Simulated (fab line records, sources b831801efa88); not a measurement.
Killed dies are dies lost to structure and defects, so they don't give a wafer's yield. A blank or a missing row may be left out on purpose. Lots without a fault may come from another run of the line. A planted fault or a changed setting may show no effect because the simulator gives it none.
Which tool did it? | flow gf180mcu | 14 lots, 41 wafers sampled, at 4 steps of a route of 602

WHAT THE GAUGES READ, wafer by wafer
GF_VT_IMPLANT_OVL_MEAS_29. Usual: VT_IMPLANT_02_OVL -0.6 nm, standard deviation 1.3.
lot  | measured     | on         | VT_IMPLANT_02_OVL (nm) | flag
L312 | day 6 20:01  | overlay-02 | -0.5 1.2               |
L315 | day 7 13:26  | overlay-02 | -1.2 -0.8 -0.4         |
L316 | day 7 21:32  | overlay-01 | -2.3 -2.4 -1.6         |
L318 | day 8 11:56  | overlay-01 | -1.2 1.1 1.5           |
L320 | day 9 00:05  | overlay-02 | 0.0 -1.0 -1.5          |
L321 | day 9 10:20  | overlay-02 | -1.0 1.2 -0.6          |
L323 | day 10 01:07 | overlay-01 | -0.7 -0.3 -0.4         |
L327 | day 11 01:32 | overlay-01 | 0.8 0.0 -0.1           |
L329 | day 11 11:47 | overlay-02 | -1.0 -2.2 -1.1         |
L331 | day 12 01:05 | overlay-01 | -3.4 -2.5 -2.4         |
L332 | day 12 07:40 | overlay-02 | -2.3 -2.3 -2.8         |
L333 | day 12 19:02 | overlay-01 | -0.3 -0.9 -1.2         |
L334 | day 13 01:45 | overlay-01 | -0.7 -1.1 -1.7         |
L335 | day 13 04:26 | overlay-01 | 1.7 1.9 0.7            |

GF_NSD_TW_MEAS_12. Usual: NSD_TW 4255, standard deviation 66.
lot  | measured     | on            | NSD_TW         | flag
L312 | day 13 07:32 | film_metro-01 | 4291 4264      |
L315 | day 14 03:17 | film_metro-03 | 4183 4165 4173 |
L316 | day 14 15:32 | film_metro-02 | 4317 4357 4331 |
L318 | day 15 08:55 | film_metro-02 | 4287 4271 4280 |
L323 | day 17 05:20 | film_metro-02 | 4277 4302 4294 |
L327 | day 18 12:29 | film_metro-03 | 4162 4138 4170 |
L329 | day 19 02:28 | film_metro-01 | 4297 4298 4285 |
L331 | day 19 22:37 | film_metro-01 | 4291 4289 4295 |
L332 | day 20 07:01 | film_metro-02 | 4340 4337 4333 |
L333 | day 20 20:53 | film_metro-02 | 4313 4332 4333 |
L334 | day 21 08:32 | film_metro-01 | 4286 4286 4256 |
L335 | day 21 10:05 | film_metro-01 | 4275 4279 4265 |

WHICH TOOL RAN EACH LOT (tool, then ch and the chambers of the sampled wafers, then the start)
lot  | GF_VT_IMPLANT_STRIP_09               | GF_VT_IMPLANT_EXPOSE_15
L312 | plasma_asher-04 ch 0,1, day 5 14:13  | iline_stepper-01 ch 0, day 5 21:34
L315 | plasma_asher-04 ch 0,1, day 6 06:53  | iline_stepper-02 ch 0, day 6 14:37
L316 | plasma_asher-03 ch 0,1, day 6 15:13  | iline_stepper-02 ch 0, day 6 22:34
L318 | plasma_asher-04 ch 1, day 7 03:55    | iline_stepper-01 ch 0, day 7 11:49
L320 | plasma_asher-03 ch 0,1, day 7 16:07  | iline_stepper-02, day 8 00:10
L321 | plasma_asher-04 ch 0,1, day 8 01:23  | iline_stepper-02, day 8 09:04
L323 | plasma_asher-03 ch 0,1, day 8 15:23  | iline_stepper-02 ch 0, day 8 23:28
L327 | plasma_asher-04 ch 0,1, day 9 13:43  | iline_stepper-02 ch 0, day 9 22:40
L329 | plasma_asher-01 ch 0,1, day 9 23:23  | iline_stepper-01 ch 0, day 10 08:17
L331 | plasma_asher-01 ch 0,1, day 10 11:46 | iline_stepper-02 ch 0, day 10 20:52
L332 | plasma_asher-04 ch 0,1, day 10 17:50 | iline_stepper-02 ch 0, day 11 03:38
L333 | plasma_asher-04 ch 0,1, day 11 04:02 | iline_stepper-01 ch 0, day 11 13:38
L334 | plasma_asher-04 ch 0,1, day 11 11:11 | iline_stepper-01 ch 0, day 11 20:40
L335 | plasma_asher-03 ch 0, day 11 13:31   | iline_stepper-02 ch 0, day 11 23:34
- GF_VT_IMPLANT_STRIP_09: strips in O2/N2.
- GF_VT_IMPLANT_EXPOSE_15: exposes mask Nwell LV AREA, target cd 860 nm.

WHAT THE TOOLS THEMSELVES READ (means of the sampled wafers that have a number; where no wafer has one, the mark that the record gives instead)
GF_VT_IMPLANT_STRIP_09. Usual: drypump_motor_current_A 5.6 A, standard deviation 0.34; heater_power_w 330 W, standard deviation 51; oes_product_au 0.716 a.u., standard deviation 0.005; strip_time_to_endpoint_s 12.63 s, standard deviation 0.035.
lot  | tool            | drypump_motor_current_A (A) | heater_power_w (W) | oes_product_au (a.u.) | strip_time_to_endpoint_s (s) | flag
L312 | plasma_asher-04 | 5.8                         | 294                | 0.716                 | 12.66                        |
L315 | plasma_asher-04 | 5.7                         | 301                | 0.718                 | 12.60                        |
L316 | plasma_asher-03 | 5.3                         | 347                | 0.714                 | 12.63                        |
L318 | plasma_asher-04 | 6.1                         | 287                | 0.709                 | 12.61                        |
L320 | plasma_asher-03 | 5.3                         | 334                | 0.722                 | 12.64                        |
L321 | plasma_asher-04 | 5.9                         | 292                | 0.718                 | 12.58                        |
L323 | plasma_asher-03 | 5.3                         | 348                | 0.720                 | 12.60                        |
L327 | plasma_asher-04 | 5.9                         | 294                | 0.718                 | 12.68                        |
L329 | plasma_asher-01 | 5.8                         | 454                | 0.714                 | 12.72                        |
L331 | plasma_asher-01 | 5.8                         | 447                | 0.714                 | 12.65                        |
L332 | plasma_asher-04 | 5.7                         | 301                | 0.719                 | 12.60                        |
L333 | plasma_asher-04 | 5.7                         | 301                | 0.719                 | 12.58                        |
L334 | plasma_asher-04 | 5.9                         | 294                | 0.716                 | 12.68                        |
L335 | plasma_asher-03 | 5.4                         | 356                | 0.714                 | 12.61                        |

GF_VT_IMPLANT_EXPOSE_15. Usual: exposure_dose_mJ_cm2 140.03, standard deviation 0.14; focus_offset_nm 0.0 nm, standard deviation 0.51.
lot  | tool             | exposure_dose_mJ_cm2 | focus_offset_nm (nm) | flag
L312 | iline_stepper-01 | 139.98               | -0.2                 |
L315 | iline_stepper-02 | 140.11               | 0.0                  |
L316 | iline_stepper-02 | 140.03               | -0.3                 |
L318 | iline_stepper-01 | 140.02               | 0.2                  |
L320 | iline_stepper-02 | -                    | -                    | OFF
L321 | iline_stepper-02 | -                    | -                    | OFF
L323 | iline_stepper-02 | 140.19               | 0.3                  |
L327 | iline_stepper-02 | 140.12               | 0.7                  |
L329 | iline_stepper-01 | 140.01               | 0.1                  |
L331 | iline_stepper-02 | 140.01               | -0.0                 |
L332 | iline_stepper-02 | 139.86               | -0.1                 |
L333 | iline_stepper-01 | 140.25               | 0.8                  |
L334 | iline_stepper-01 | 139.95               | 0.6                  |
L335 | iline_stepper-02 | 140.10               | -0.7                 |

THE ANSWER, worked out from the rows above alone
Rule: a lot is off if the mean of its wafers that have a number lies more than 3 standard deviations from the usual mean. A lot without any number at a reading at which 4 lots or more have one is off too. The other lots that the step has rows for count as sound. The gauges are gone through in route order, then the tools' own readings, and for those a lot's mean is taken as printed above. The first step at which some lot is off is used, and at that step the reading that is off furthest; a lot without a number counts as furthest.
Off: L320, L321, at GF_VT_IMPLANT_EXPOSE_15 (exposure_dose_mJ_cm2). Without a number there: L320, L321.
A tool fits if, at that step or a process step before it, it ran every lot that is off, and no sound lot after the first of them. None of those tried fits.

WHAT THE SIMULATOR HAD PUT IN
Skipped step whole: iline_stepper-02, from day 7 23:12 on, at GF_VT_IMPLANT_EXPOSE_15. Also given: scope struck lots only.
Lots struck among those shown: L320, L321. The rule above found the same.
